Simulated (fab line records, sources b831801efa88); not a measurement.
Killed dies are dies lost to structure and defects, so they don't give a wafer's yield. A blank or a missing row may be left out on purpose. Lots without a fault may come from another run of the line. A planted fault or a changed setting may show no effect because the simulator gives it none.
Chamber matching | flow gf180mcu | GF_HV_LDD_ETCHBACK_58 on rie_diel-01: 4 sister chambers
The step etches Si3N4 in CH3F/O2, stops on SiO2, time 100 s, target depth 90 nm. 4 wafers are shown with their chamber, then 7 later ones without.

WAFERS WITH THEIR CHAMBER
wafer  | chamber | drypump_motor_current_A (A)
L488.4 | 0       | 5.0
L488.6 | 1       | 5.8
L490.1 | 3       | 6.1
L490.2 | 2       | 5.0

WAFERS WITHOUT THEIR CHAMBER
wafer  | drypump_motor_current_A (A)
L490.4 | 5.8
L492.1 | 5.1
L492.3 | 5.0
L492.6 | 5.0
L493.1 | 6.1
L493.2 | 5.1
L493.3 | 5.0

WHICH CHAMBER EACH WENT THROUGH
wafer  | from the rows above     | in truth
L490.4 | 1                       | 1
L492.1 | can't be placed: 0 or 2 | 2
L492.3 | can't be placed: 0 or 2 | 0
L492.6 | can't be placed: 0 or 2 | 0
L493.1 | 3                       | 3
L493.2 | can't be placed: 0 or 2 | 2
L493.3 | can't be placed: 0 or 2 | 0
Placed correctly: 2 of 7. Can't be placed from these rows: 5 (the true chamber is among the candidates in 5). Placed wrongly: 0.
How it was worked out, from the rows above alone: a wafer's distance from a chamber is the root of the sum, over the readings, of the square of ((its reading less the chamber's mean) divided by the reading's scatter). The wafer belongs to the nearest chamber; if the next one is less than 2 further off, it can't be placed. A chamber's mean is the mean of its shown wafers. The scatter: with one shown wafer a chamber, the root of the mean of the squares of how far each hidden wafer lies from its nearest shown one.
